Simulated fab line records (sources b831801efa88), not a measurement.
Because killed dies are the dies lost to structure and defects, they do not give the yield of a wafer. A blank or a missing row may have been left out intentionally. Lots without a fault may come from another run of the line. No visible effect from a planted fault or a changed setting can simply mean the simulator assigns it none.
Which tool is to blame? | flow sky130 | 6 lots with 18 wafers sampled at 2 steps, on a route of 708 steps

## WHAT THE GAUGES SHOWED, per wafer
SKY_SONOS_ONO_THK_MEAS_05.
lot  | measured     | on            | SONOS_ONO_CVD_04_THK (nm)
L400 | day 12 08:38 | film_metro-01 | 5.72 5.83 5.85
L403 | day 13 01:47 | film_metro-04 | 5.65 5.61 5.68
L407 | day 15 02:07 | film_metro-03 | 5.74 5.83 5.70
L409 | day 15 12:55 | film_metro-04 | 5.87 5.92 5.91
L413 | day 16 10:51 | film_metro-03 | 5.87 5.89 5.82
L420 | day 18 23:49 | film_metro-04 | 5.50 5.57 5.55

## EACH LOT AND THE TOOL THAT RAN IT (in order: tool; ch and the chambers of the sampled wafers; start)
lot  | SKY_FIELD_ISO_ETCH_14
L400 | rie_diel-04 ch 0,1,3, day 2 18:04
L403 | rie_diel-03 ch 0,2, day 3 06:25
L407 | rie_diel-03 ch 0,2, day 4 04:26
L409 | rie_diel-04 ch 0,1,3, day 4 17:11
L413 | rie_diel-03 ch 0,3, day 5 09:28
L420 | rie_diel-04 ch 1,2, day 6 22:53
- SKY_FIELD_ISO_ETCH_14: etches BARC in N2/H2, stops on SiO2, time 45.9 s, target depth 60 nm.

## THE ANSWER, worked out from the rows above alone
Rule: what is usual is taken from the lots themselves. The widest of any qualifying gaps counts: lots, ordered by their means at a reading, are off when they make up no more than a third of the lots, leave a main group of 4 or more, and stand apart from it by 3 or more times the standard deviation of that group's means. Not used: any main group whose means are identical at the precision the tables above print for the reading. Also off: a lot with no number at a reading for which 4 or more lots have one. All remaining lots with rows at the step are treated as sound.
No lot is off at any reading shown: from this, nothing can be told.

## WHAT THE SIMULATOR HAD PUT IN
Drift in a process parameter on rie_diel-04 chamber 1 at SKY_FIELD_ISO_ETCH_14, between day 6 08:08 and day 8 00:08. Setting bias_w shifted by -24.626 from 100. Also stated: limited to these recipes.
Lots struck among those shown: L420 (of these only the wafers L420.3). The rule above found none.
